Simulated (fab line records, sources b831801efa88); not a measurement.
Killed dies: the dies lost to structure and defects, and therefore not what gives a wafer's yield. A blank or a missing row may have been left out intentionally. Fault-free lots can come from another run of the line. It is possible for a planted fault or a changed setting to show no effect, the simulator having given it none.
Which tool was responsible? + flow gf180mcu + 39 wafers from 13 lots sampled at 4 of the route's 602 steps

WHAT EACH GAUGE READ, for each wafer
GF_POLY_GATE_CD_MEAS_10: target cd 280 nm. Usual: 280.4 nm for cd nm, sd 0.99.
| lot  | measured     | on        | cd nm (nm)        | flag |
|------|--------------|-----------|-------------------|------|
| L256 | day 9 07:07  | cd sem-01 | 280.9 279.7 279.9 |      |
| L258 | day 9 19:17  | cd sem-01 | 279.8 279.2 278.1 |      |
| L259 | day 10 05:24 | cd sem-02 | 281.2 279.9 282.2 |      |
| L262 | day 11 02:47 | cd sem-01 | 280.4 280.4 280.3 |      |
| L264 | day 11 19:24 | cd sem-02 | 279.6 281.1 280.5 |      |
| L267 | day 12 15:15 | cd sem-01 | 280.0 279.4 277.9 |      |
| L270 | day 13 12:43 | cd sem-02 | 279.7 280.5 280.0 |      |
| L271 | day 13 17:21 | cd sem-02 | 280.4 279.7 279.5 |      |
| L272 | day 13 22:44 | cd sem-02 | 281.3 281.9 281.6 |      |
| L273 | day 14 07:07 | cd sem-01 | 281.3 280.5 281.2 |      |
| L275 | day 14 22:06 | cd sem-02 | 279.4 278.2 278.9 |      |
| L276 | day 15 08:13 | cd sem-02 | 279.6 281.5 280.0 |      |
| L278 | day 15 18:09 | cd sem-01 | 279.9 279.4 279.8 |      |

GF_HV_LDD_CD_MEAS_19: target cd 400 nm. Usual: 399.7 nm for cd nm, sd 2.1.
| lot  | measured     | on        | cd nm (nm)        | flag |
|------|--------------|-----------|-------------------|------|
| L256 | day 10 20:15 | cd sem-01 | 399.4 398.0 397.7 |      |
| L258 | day 11 10:13 | cd sem-01 | 401.7 399.7 401.0 |      |
| L259 | day 11 20:18 | cd sem-02 | 399.8 401.7 400.7 |      |
| L262 | day 12 19:19 | cd sem-02 | 399.5 399.4 399.9 |      |
| L264 | day 13 13:03 | cd sem-02 | 397.8 398.5 397.5 |      |
| L267 | day 14 08:51 | cd sem-02 | 399.7 401.7 400.4 |      |
| L270 | day 15 10:30 | cd sem-01 | 403.5 403.2 402.3 |      |
| L271 | day 15 17:15 | cd sem-01 | 400.9 402.4 401.3 |      |
| L272 | day 15 20:26 | cd sem-01 | 399.7 401.7 400.0 |      |
| L273 | day 16 03:43 | cd sem-02 | 397.8 397.3 399.1 |      |
| L275 | day 16 19:40 | cd sem-02 | 397.7 398.4 400.4 |      |
| L276 | day 17 07:33 | cd sem-01 | 403.8 402.8 403.1 |      |
| L278 | day 17 15:57 | cd sem-02 | 401.1 401.0 399.9 |      |

WHICH TOOL RAN EACH LOT (tool, then ch and the chambers of the sampled wafers, then the start)
| lot  | GF_STI_CMP_25                | GF_DUAL_GATE_STRIP_13                |
|------|------------------------------|--------------------------------------|
| L256 | cmp-01 ch 0,1,2, day 2 04:57 | plasma asher-01 ch 1, day 8 10:30    |
| L258 | cmp-02 ch 1,2,3, day 2 13:53 | plasma asher-02 ch 0,1, day 8 22:35  |
| L259 | cmp-02 ch 1,2,3, day 2 19:59 | plasma asher-01 ch 0,1, day 9 08:32  |
| L262 | cmp-02 ch 0,1, day 3 12:18   | plasma asher-02 ch 0,1, day 10 05:10 |
| L264 | cmp-01 ch 1,3, day 3 23:13   | plasma asher-04 ch 0,1, day 10 20:38 |
| L267 | cmp-02 ch 0,3, day 4 13:57   | plasma asher-02 ch 0,1, day 11 16:38 |
| L270 | cmp-02 ch 2,3, day 5 05:27   | plasma asher-01 ch 0,1, day 12 12:14 |
| L271 | cmp-02 ch 0,1,3, day 5 10:11 | plasma asher-02 ch 0,1, day 12 16:08 |
| L272 | cmp-01 ch 0,2, day 5 13:38   | plasma asher-01 ch 0,1, day 12 22:49 |
| L273 | cmp-02 ch 0,2,3, day 5 21:04 | plasma asher-01 ch 0,1, day 13 07:54 |
| L275 | cmp-02 ch 0,1,2, day 6 05:51 | plasma asher-04 ch 0,1, day 13 20:16 |
| L276 | cmp-02 ch 0,2,3, day 6 12:53 | plasma asher-04 ch 0, day 14 07:36   |
| L278 | cmp-01 ch 0,1,2, day 6 20:44 | plasma asher-04 ch 0,1, day 14 16:07 |
- GF_STI_CMP_25: polishes, stops on Si3N4, t overpolish 33 s, target thk 524.6 nm.
- GF_DUAL_GATE_STRIP_13: strips in O2/N2.

AS READ BY THE TOOLS THEMSELVES (means over the sampled wafers that have a number; for cases with no such wafer, the mark the record gives instead)
GF_STI_CMP_25. Usual: edge zone pressure frac 1.000, standard deviation 0.005; motor current A 12.1 A, standard deviation 1; overpolish run s 33.000 s, standard deviation 0.0094; time to endpoint s 124 s, standard deviation 4.9.
| lot  | tool   | edge zone pressure frac | motor current A (A) | overpolish run s (s) | time to endpoint s (s) | flag |
|------|--------|-------------------------|---------------------|----------------------|------------------------|------|
| L256 | cmp-01 | 1.001                   | 11.3                | 33.001               | 130                    |      |
| L258 | cmp-02 | 0.999                   | 12.4                | 32.998               | 119                    |      |
| L259 | cmp-02 | 1.001                   | 12.4                | 32.997               | 118                    |      |
| L262 | cmp-02 | 1.003                   | 11.6                | 32.995               | 126                    |      |
| L264 | cmp-01 | 1.003                   | 12.6                | 33.010               | 127                    |      |
| L267 | cmp-02 | 1.000                   | 12.8                | 32.999               | 125                    |      |
| L270 | cmp-02 | 1.001                   | 12.8                | 33.004               | 118                    |      |
| L271 | cmp-02 | 1.002                   | 12.1                | 32.999               | 127                    |      |
| L272 | cmp-01 | 1.014                   | 11.5                | 32.998               | 125                    |      |
| L273 | cmp-02 | 1.000                   | 12.2                | 33.004               | 120                    |      |
| L275 | cmp-02 | 0.999                   | 11.7                | 33.001               | 122                    |      |
| L276 | cmp-02 | 0.999                   | 12.4                | 32.999               | 124                    |      |
| L278 | cmp-01 | 1.000                   | 11.3                | 32.993               | 127                    |      |

GF_DUAL_GATE_STRIP_13. Usual: chamber pressure mTorr 1500.1 mTorr, standard deviation 1.4; drypump motor current A 5.8 A, standard deviation 0.4; heater power w 331 W, standard deviation 31; oes product au 0.717 a.u., standard deviation 0.0048; strip time to endpoint s 12.62 s, standard deviation 0.037.
| lot  | tool            | chamber pressure mTorr (mTorr) | drypump motor current A (A) | heater power w (W) | oes product au (a.u.) | strip time to endpoint s (s) | flag |
|------|-----------------|--------------------------------|-----------------------------|--------------------|-----------------------|------------------------------|------|
| L256 | plasma asher-01 | 1501.4                         | 5.9                         | 344                | 0.720                 | 12.62                        |      |
| L258 | plasma asher-02 | 1499.3                         | 5.6                         | 360                | 0.715                 | 12.64                        |      |
| L259 | plasma asher-01 | 1499.7                         | 5.4                         | 335                | 0.713                 | 12.62                        |      |
| L262 | plasma asher-02 | 1499.7                         | 5.7                         | 338                | 0.714                 | 12.58                        |      |
| L264 | plasma asher-04 | 1500.1                         | 6.0                         | 318                | 0.722                 | 12.60                        |      |
| L267 | plasma asher-02 | 1498.5                         | 5.6                         | 362                | 0.721                 | 12.61                        |      |
| L270 | plasma asher-01 | 1499.4                         | 5.4                         | 329                | 0.680                 | 12.63                        | OFF  |
| L271 | plasma asher-02 | 1500.8                         | 5.7                         | 334                | 0.724                 | 12.61                        |      |
| L272 | plasma asher-01 | 1500.6                         | 5.7                         | 341                | 0.698                 | 12.61                        | OFF  |
| L273 | plasma asher-01 | 1499.8                         | 5.7                         | 340                | 0.701                 | 12.62                        | OFF  |
| L275 | plasma asher-04 | 1500.1                         | 6.0                         | 320                | 0.721                 | 12.63                        |      |
| L276 | plasma asher-04 | 1500.3                         | 6.5                         | 282                | 0.719                 | 12.62                        |      |
| L278 | plasma asher-04 | 1500.6                         | 6.2                         | 300                | 0.724                 | 12.56                        |      |

THE ANSWER, worked out from the rows above alone
Rule: lot off if the mean of its wafers having a number is beyond 3 standard deviations from the usual mean. Also off: a lot with no number at a reading for which 4 or more lots have one. The other lots that the step has rows for count as sound. Order of review: gauges by route order, followed by the tools' own readings, for which a lot's mean as printed above is used. At the first step where some lot is off, the reading lying furthest off is the one used; lots without a number count as furthest.
Off: L270, L272, L273 (GF_DUAL_GATE_STRIP_13, oes product au).
If a tool, at that step or one of the process steps before it, ran each lot that is off and ran no sound lot following the first of them, it fits. One candidate fits, namely plasma asher-01 at GF_DUAL_GATE_STRIP_13. A fault onset in the window from L259 (day 9 08:32, its last sound lot) to L270 (day 12 12:14, its first lot off) fits.
The tool's own readings at GF_DUAL_GATE_STRIP_13 bear it out: on the lots that are off they differ by more than 5 times the standard deviation of the sound lots' means. oes product au reads 0.693 a.u. there against 0.719 a.u. on the sound lots.

WHAT WAS PUT IN BY THE SIMULATOR
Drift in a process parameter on plasma asher-01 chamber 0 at GF_DUAL_GATE_STRIP_13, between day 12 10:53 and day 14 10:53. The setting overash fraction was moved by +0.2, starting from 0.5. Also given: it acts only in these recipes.
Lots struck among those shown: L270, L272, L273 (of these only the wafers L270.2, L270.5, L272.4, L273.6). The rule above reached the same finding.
